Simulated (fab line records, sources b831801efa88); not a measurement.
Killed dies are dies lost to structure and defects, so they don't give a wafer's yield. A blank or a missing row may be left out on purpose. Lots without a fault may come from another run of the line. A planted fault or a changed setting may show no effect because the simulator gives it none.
fab line records | flow sky130
record lots=10 wafers=30 last_day=50
route steps=708 shown LOCAL_INTERCONNECT@401 CONTACT@423 METAL1@438
lots that met no fault: from a run of the same line without faults
start_h: hours from the record's first day to the start of the lot's first wafer shown | wait_h: hours since the lot's step before | " the same as in the row above | L1.1+2: a row that stands for several wafers | - no value, or no start given | * or withheld: withheld | < > ~ a bound
route shown NAME@n: a module of which the file shows steps, and the number in the route of the first | usual: mean/standard deviation of fault-free wafers | same: alike in all rows | chamber/n: place in a boat | sites: the reading at each site | _std_site: their standard deviation | _edge_site: outer sites' mean less inner sites' | radius_mm: how far each site lies from the wafer's centre | mask NAME#n: copy n | behind: the tool/chamber that last shaped the wafer | hold: why the lot was held/for how many hours/how that ended | device: the transistor (n, p or np) that didn't switch | end of line: the same wafers' tests at the end of the route | a step without rows: its recipe alone | killed: dies lost to structure and defects at the first sort, not the wafer's yield | map: a wafer's dies, x killed, . not, _ none there
set.NAME: the setting as run; set.NAME@STEP: as run at that earlier step | model.NAME: the simulator's own value behind a step, which no gauge read
steps of the route over a sample of lots; a table a step, a row a wafer
services: from which hour (start_h, from the record's first day; less than 0 if before it) a tool's chamber was out of use, for how many hours, and why
## steps
# step SKY_LOCAL_INTERCONNECT_METAL_ETCH_14
# recipe target_depth_nm=110 stop_on=PSG chemistry=Cl2/BCl3 target=TiN resist_sidewall_deg=88 pressure_mtorr=10 icp_w=900 bias_w=48.5 Cl2_flow_sccm=60 bcl3_flow_sccm=30 time_s=31.4
# usual chamber_pressure_mTorr=10.000/0.009 drypump_motor_current_A=5.8/0.39 oes_product_au=0.928/0.0071 throttle_valve_pct=21.909/0.0097
# columns lot.wafer tool chamber start_h wait_h chamber_pressure_mTorr drypump_motor_current_A oes_product_au rf_hours_counter_h throttle_valve_pct
L617.1 rie_metal-01 0 705.67 0.0 10.020 5.6 0.919 3 21.912
L617.2 " 1 " " 10.011 6.0 0.918 14 21.918
L617.4 " 1 " " 10.013 6.0 0.919 - 21.920
L619.1 rie_metal-01 1 712.88 0.1 10.001 6.0 0.926 15 21.932
L619.3 " 1 " " 10.003 6.0 0.928 - 21.900
L619.5 " 1 " " 9.997 6.0 0.932 - 21.914
L620.2 rie_metal-01 1 723.14 0.1 10.013 6.0 0.928 - 21.902
L620.4 " 1 " " 10.013 6.0 0.934 - 21.898
L620.5 " 1 " " 10.012 6.0 0.935 - 21.895
L621.2 rie_metal-03 1 729.86 0.0 9.991 5.7 0.922 14 21.913
L621.3 " 1 " " 9.993 5.7 0.906 - 21.920
L621.6 " 1 " " 9.995 5.6 0.934 - 21.896
L623.2 rie_metal-02 1 755.52 0.0 10.005 5.2 0.923 9 21.916
L623.4 " 0 " " 10.002 6.4 0.924 - 21.915
L623.6 " 1 " " 10.003 5.2 0.925 - 21.898
L624.2 rie_metal-02 1 765.22 0.0 9.992 5.2 0.927 9 21.918
L624.4 " 0 " " 10.012 6.4 0.929 - 21.905
L624.5 " 0 " " 9.998 6.4 0.923 - 21.906
L625.2 rie_metal-03 1 784.77 0.0 9.982 5.6 0.927 1 21.895
L625.4 " 0 " " 10.004 6.1 0.944 - 21.905
L625.5 " 1 " " 10.004 5.7 0.936 - 21.902
L628.1 rie_metal-02 1 794.57 0.0 10.000 5.2 0.942 10 21.908
L628.3 " 0 " " 9.991 6.3 0.946 - 21.906
L628.4 " 1 " " 10.003 5.2 0.938 - 21.903
L632.2 rie_metal-03 0 838.13 0.0 9.998 6.1 0.928 7 21.917
L632.3 " 0 " " 9.994 6.1 0.927 - 21.922
L632.4 " 1 " " 9.978 5.6 0.918 - 21.914
L640.3 rie_metal-01 1 880.84 0.0 9.994 6.0 0.926 - 21.900
L640.5 " 1 " " 9.992 6.0 0.928 - 21.909
L640.6 " 0 " " 10.004 5.6 0.922 - 21.915
# step SKY_CONTACT_ETCH_17
# recipe target=SiO2 chemistry=C4F8/O2/Ar stop_on=Si3N4 mask_material=KrF-thick source_w=1500 bias_w=1200 pressure_mtorr=40 c4f8_flow_sccm=withheld O2_flow_sccm=6 Ar_flow_sccm=300 time_s=withheld target_depth_a=3400
# usual chamber_pressure_mTorr=40.01/0.061 oes_product_au=0.892/0.0044
# columns lot.wafer tool chamber start_h wait_h chamber_pressure_mTorr oes_product_au
L617.1 rie_diel-03 0 733.58 0.0 39.95 0.891
L617.2 " 2 " " 39.98 0.885
L617.4 " 3 " " 40.05 0.889
L619.1 rie_diel-02 2 741.38 0.0 39.98 0.899
L619.3 " 1 " " 39.96 0.897
L619.5 " 2 " " 40.00 0.884
L620.2 rie_diel-02 0 751.58 0.0 39.99 0.893
L620.4 " 1 " " 40.04 0.895
L620.5 " 0 " " 40.01 0.893
L621.2 rie_diel-03 0 758.97 0.0 40.00 0.900
L621.3 " 1 " " 40.00 0.894
L621.6 " 0 " " 40.04 0.889
L623.2 rie_diel-02 1 783.60 0.0 40.00 0.888
L623.4 " 0 " " 39.97 0.889
L623.6 " 0 " " 40.00 0.889
L624.2 rie_diel-01 2 793.08 0.0 40.00 0.896
L624.4 " 3 " " 40.01 0.885
L624.5 " 0 " " 40.05 0.891
L625.2 rie_diel-01 0 813.28 0.0 40.02 0.893
L625.4 " 2 " " 40.07 0.888
L625.5 " 3 " " 39.92 0.893
L628.1 rie_diel-03 1 821.93 0.0 40.02 0.891
L628.3 " 0 " " 39.99 0.889
L628.4 " 2 " " 40.03 0.888
L632.2 rie_diel-03 2 865.63 0.0 39.98 0.892
L632.3 " 0 " " 40.03 0.896
L632.4 " 1 " " 40.00 0.882
L640.3 rie_diel-03 0 907.53 0.0 39.95 0.894
L640.5 " 3 " " 40.05 0.898
L640.6 " 2 " " 40.01 0.887
# step SKY_CONTACT_CVD_24
# recipe material=W target_thk_nm=340 time_s=102.12 temp_c=400 pressure_torr=40
# usual heater_power_w=945/57
# columns lot.wafer tool chamber start_h wait_h heater_power_w
L617.1 cvd_w-02 1 734.35 0.0 823
L617.2 " 0 " " 917
L617.4 " 0 " " 883
L619.1 cvd_w-01 0 742.13 0.0 950
L619.3 " 0 " " 958
L619.5 " 1 " " 930
L620.2 cvd_w-01 0 752.33 0.0 991
L620.4 " 0 " " 973
L620.5 " 0 " " 966
L621.2 cvd_w-01 0 759.73 0.0 954
L621.3 " 0 " " 952
L621.6 " 1 " " 999
L623.2 cvd_w-01 1 784.35 0.0 960
L623.4 " 1 " " 982
L623.6 " 1 " " 999
L624.2 cvd_w-01 1 793.82 0.0 963
L624.4 " 0 " " 962
L624.5 " 1 " " 958
L625.2 cvd_w-01 1 814.03 0.0 993
L625.4 " 1 " " 973
L625.5 " 0 " " 993
L628.1 cvd_w-01 1 822.70 0.0 966
L628.3 " 1 " " 978
L628.4 " 0 " " 980
L632.2 cvd_w-01 1 866.38 0.0 968
L632.3 " 0 " " 976
L632.4 " 1 " " 960
L640.3 cvd_w-02 0 908.31 0.1 939
L640.5 " 0 " " 916
L640.6 " 1 " " 797
# step SKY_CONTACT_RS_MEAS_25
# recipe thk_meas_gauge=four-point-probe reads=W_of_CONTACT_CVD_24+TiN_of_CONTACT_SPUTTER_23
# usual CONTACT_W_RS=0.339/0.0036
# columns lot.wafer tool chamber start_h wait_h CONTACT_W_RS[ohm/sq]
L617.1 film_metro-04 - 734.46 0.1 0.333
L617.2 " - " " 0.333
L617.4 " - " " 0.335
L619.1 film_metro-02 - 742.24 0.1 0.343
L619.3 " - " " 0.341
L619.5 " - " " 0.331
L620.2 film_metro-04 - 752.46 0.1 0.339
L620.4 " - " " 0.342
L620.5 " - " " 0.341
L621.2 film_metro-04 - 759.86 0.1 0.336
L621.3 " - " " 0.340
L621.6 " - " " 0.335
L623.2 film_metro-02 - 784.48 0.1 0.336
L623.4 " - " " 0.339
L623.6 " - " " 0.341
L624.2 film_metro-03 - 793.95 0.1 0.338
L624.4 " - " " 0.343
L624.5 " - " " 0.343
L625.2 film_metro-04 - 814.16 0.1 0.339
L625.4 " - " " 0.339
L625.5 " - " " 0.343
L628.1 film_metro-04 - 822.81 0.1 0.336
L628.3 " - " " 0.336
L628.4 " - " " 0.342
L632.2 film_metro-02 - 866.51 0.1 0.343
L632.3 " - " " 0.443
L632.4 " - " " 0.335
L640.3 film_metro-02 - 908.43 0.1 0.342
L640.5 " - " " 0.347
L640.6 " - " " 0.340
# step SKY_CONTACT_THK_MEAS_26
# recipe thk_meas_gauge=xrf reads=W_of_CONTACT_CVD_24
# usual CONTACT_W_THK=343/4.2
# columns lot.wafer tool chamber start_h wait_h CONTACT_W_THK[nm]
L617.1 film_metro-04 - 734.58 0.1 347
L617.2 " - " " 348
L617.4 " - " " 345
L619.1 film_metro-02 - 742.36 0.1 345
L619.3 " - " " 344
L619.5 " - " " 358
L620.2 film_metro-04 - 752.57 0.1 341
L620.4 " - " " 338
L620.5 " - " " 339
L621.2 film_metro-04 - 759.97 0.1 344
L621.3 " - " " 341
L621.6 " - " " 348
L623.2 film_metro-02 - 784.59 0.1 345
L623.4 " - " " 346
L623.6 " - " " 342
L624.2 film_metro-03 - 794.06 0.1 345
L624.4 " - " " 339
L624.5 " - " " 339
L625.2 film_metro-04 - 814.27 0.1 343
L625.4 " - " " 343
L625.5 " - " " 340
L628.1 film_metro-04 - 822.93 0.1 346
L628.3 " - " " 346
L628.4 " - " " 338
L632.2 film_metro-02 - 866.62 0.1 338
L632.3 " - " " 262
L632.4 " - " " 347
L640.3 film_metro-02 - 908.53 0.1 343
L640.5 " - " " 339
L640.6 " - " " 344
# step SKY_CONTACT_CMP_27
# recipe stop_on=SiO2 t_overpolish_s=15 down_force_psi=3.5 platen_rpm=60 target_thk_nm=0 pad_velocity_m_s=0.94248
# usual motor_current_A=11.1/1.5 platen_rpm=60.00/0.04 time_to_endpoint_s=83/3.7
# columns lot.wafer tool chamber start_h wait_h motor_current_A platen_rpm time_to_endpoint_s
L617.1 cmp-01 3 734.64 0.1 10.0 59.97 81
L617.4 " 0 " " 13.8 60.01 87
L617.2 " 1 " " 10.2 59.93 87
L619.3 cmp-02 3 742.42 0.0 10.9 60.01 79
L619.1 " 2 " " 8.7 60.02 80
L619.5 " 0 " " 12.5 59.97 81
L620.2 cmp-02 0 752.62 0.0 12.3 60.03 81
L620.4 " 2 " " 8.5 59.96 79
L620.5 " 0 " " 12.3 60.02 80
L621.2 cmp-02 3 760.02 0.0 10.3 60.01 77
L621.3 " 1 " " 10.8 59.94 77
L621.6 " 0 " " 11.5 60.03 84
L623.4 cmp-02 2 784.64 0.0 8.7 59.91 86
L623.2 " 1 " " 10.6 59.97 83
L623.6 " 3 " " 10.6 59.99 81
L624.2 cmp-01 1 794.21 0.1 10.5 59.97 85
L624.4 " 2 " " 11.9 60.00 78
L624.5 " 0 " " 13.3 60.04 86
L625.2 cmp-01 3 814.37 0.1 9.0 60.04 81
L625.4 " 0 " " 14.0 59.86 81
L625.5 " 2 " " 11.6 60.05 79
L628.3 cmp-02 0 823.03 0.1 13.0 60.00 85
L628.4 " 2 " " 8.7 59.98 86
L628.1 " 3 " " 10.7 59.98 81
L632.2 cmp-01 0 866.67 0.0 13.5 60.05 87
L632.3 " 2 " " 11.4 60.03 63
L632.4 " 3 " " 9.7 59.99 81
L640.3 cmp-01 2 908.62 0.1 12.0 60.09 83
L640.5 " 1 " " 11.0 60.01 87
L640.6 " 2 " " 12.2 60.05 87
# step SKY_METAL1_SPUTTER_04
# recipe material=TiN target_thk_nm=70 power_w=6500 time_s=58.3 chamber_pressure_pa=0.4
# usual chamber_pressure_pa=0.4001/0.00086 throttle_valve_pct=30.1/0.96
# columns lot.wafer tool chamber start_h wait_h chamber_pressure_pa throttle_valve_pct
L617.1 pvd_sputter-04 - 735.03 0.0 0.4002 28.5
L617.2 " - " " 0.4004 28.5
L617.4 " - " " 0.4007 30.2
L619.1 pvd_sputter-04 - 742.81 0.0 0.4001 30.4
L619.3 " - " " 0.4007 30.0
L619.5 " - " " 0.4004 30.2
L620.2 pvd_sputter-03 - 753.01 0.0 0.3998 29.4
L620.4 " - " " 0.4015 29.8
L620.5 " - " " 0.4007 30.7
L621.2 pvd_sputter-03 - 760.41 0.0 0.4015 30.6
L621.3 " - " " 0.3991 29.8
L621.6 " - " " 0.3997 30.8
L623.2 pvd_sputter-01 - 785.03 0.0 0.4000 29.5
L623.4 " - " " 0.3996 29.8
L623.6 " - " " 0.3993 29.6
L624.2 pvd_sputter-03 - 794.50 0.0 0.3991 30.0
L624.4 " - " " 0.4021 29.3
L624.5 " - " " 0.3992 29.9
L625.2 pvd_sputter-03 - 814.71 0.0 0.3998 30.0
L625.4 " - " " 0.3995 31.7
L625.5 " - " " 0.3996 32.0
L628.1 pvd_sputter-03 - 823.42 0.0 0.4001 29.5
L628.3 " - " " 0.4001 29.9
L628.4 " - " " 0.4011 32.0
L632.2 pvd_sputter-03 - 867.06 0.0 0.4011 29.8
L632.3 " - " " 0.4006 29.5
L632.4 " - " " 0.4013 31.6
L640.3 pvd_sputter-01 - 908.96 0.0 0.4020 29.7
L640.5 " - " " 0.4004 31.2
L640.6 " - " " 0.3998 29.9
## services
# columns tool chamber start_h hours kind
rie_diel-03 - 691.06 0.8 repair
cmp-01 - 698.30 1.7 repair
rie_metal-01 0 712.54 18.2 repair
rie_metal-01 1 716.74 4.4 repair
cmp-01 - 717.35 1.3 repair
cvd_w-01 - 717.36 2.8 pm
rie_diel-03 3 726.01 6.9 repair
cmp-02 - 729.93 1.0 repair
cvd_w-01 1 737.93 3.8 repair
cmp-01 - 744.00 4.0 pm
rie_diel-03 - 768.83 0.3 repair
rie_diel-03 1 773.13 4.5 repair
rie_diel-03 0 789.49 15.7 repair
cmp-02 - 796.46 1.3 repair
cmp-02 - 797.64 0.9 repair
pvd_sputter-03 - 830.50 0.8 repair
cmp-01 - 833.52 9.6 repair
cvd_w-01 - 834.73 0.8 repair
rie_metal-01 1 839.44 32.8 repair
rie_diel-03 2 844.41 4.7 repair
rie_diel-03 3 853.12 3.4 repair
pvd_sputter-03 - 855.03 1.9 repair
cmp-01 - 898.87 2.4 repair
cvd_w-01 - 904.00 14.0 pm
## key
first_sign step=SKY_CONTACT_RS_MEAS_25 reading=CONTACT_W_RS direction=up sigmas=28 usual=0.339 struck=0.443
effect step=SKY_CONTACT_THK_MEAS_26 reading=CONTACT_W_THK direction=down sigmas=19 usual=343 struck=262
effect step=SKY_CONTACT_CMP_27 reading=time_to_endpoint_s direction=down sigmas=5.4 usual=* struck=*
met_at SKY_CONTACT_CVD_24
struck_lots L632
struck_wafers L632.3
tester_left_out L632
not_acting_at SKY_LOCAL_INTERCONNECT_METAL_ETCH_14,SKY_CONTACT_ETCH_17,SKY_METAL1_SPUTTER_04
onset_between 822.70 866.38
fault kind=process_parameter_drift tool=cvd_w-01 chamber=0 onset_h=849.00 steps=SKY_CONTACT_CVD_24 channel=target_thk_nm offset=-78.53 shape=step end_h=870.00 acts_in=these_recipes_only stated=340
# tester_left_out: of these lots the tester's yield and bins aren't shown, on N5 and GAA mostly nor the transistor test; their killed dies are dies lost to structure and defects alone, not to doping, threshold or leakage, so they don't give the yield
